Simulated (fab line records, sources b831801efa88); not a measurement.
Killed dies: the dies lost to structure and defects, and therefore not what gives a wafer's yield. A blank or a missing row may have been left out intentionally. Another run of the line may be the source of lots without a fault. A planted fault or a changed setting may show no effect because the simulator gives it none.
Matching of chambers + flow gf180mcu + GF_V1_CMP_26 on cmp-01: 4 sister chambers
The step polishes, stops on SiO2, t overpolish 15 s, target thk 0 nm. 4 wafers are shown with their chamber, then 8 later ones without.

## WAFERS, EACH WITH ITS CHAMBER
| wafer  | chamber | motorCurrentA (A) |
|--------|---------|-------------------|
| L729.1 | 0       | 11.7              |
| L730.2 | 2       | 11.0              |
| L730.3 | 1       | 10.0              |
| L732.1 | 3       | 10.6              |

## WAFERS WITHOUT THEIR CHAMBER
| wafer  | motorCurrentA (A) |
|--------|-------------------|
| L732.2 | 10.6              |
| L732.4 | 11.4              |
| L736.2 | 11.3              |
| L736.4 | 9.3               |
| L736.5 | 11.0              |
| L738.1 | 11.1              |
| L738.3 | 10.6              |
| L738.4 | 9.4               |

## CHAMBER TAKEN BY EACH
| wafer  | from the rows above          | in truth |
|--------|------------------------------|----------|
| L732.2 | can't be placed: 3 or 2 or 1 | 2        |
| L732.4 | can't be placed: 0 or 2 or 3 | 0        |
| L736.2 | can't be placed: 2 or 0 or 3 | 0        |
| L736.4 | can't be placed: 1 or 3      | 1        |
| L736.5 | can't be placed: 2 or 3 or 0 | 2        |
| L738.1 | can't be placed: 2 or 3 or 0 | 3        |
| L738.3 | can't be placed: 3 or 2 or 1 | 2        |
| L738.4 | can't be placed: 1 or 3      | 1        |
Correct placement for 0 of the 8. Can't be placed from these rows: 8 (the true chamber is among the candidates in 8). Wrongly placed: 0.
How it was worked out, from the rows above alone: a wafer's distance from a chamber is the root of the sum, over the readings, of the square of ((its reading less the chamber's mean) divided by the reading's scatter). The wafer belongs to the nearest chamber; if the next one is less than 2 further off, it can't be placed. A chamber's mean is the mean of its shown wafers. The scatter: with one shown wafer a chamber, the root of the mean of the squares of how far each hidden wafer lies from its nearest shown one.
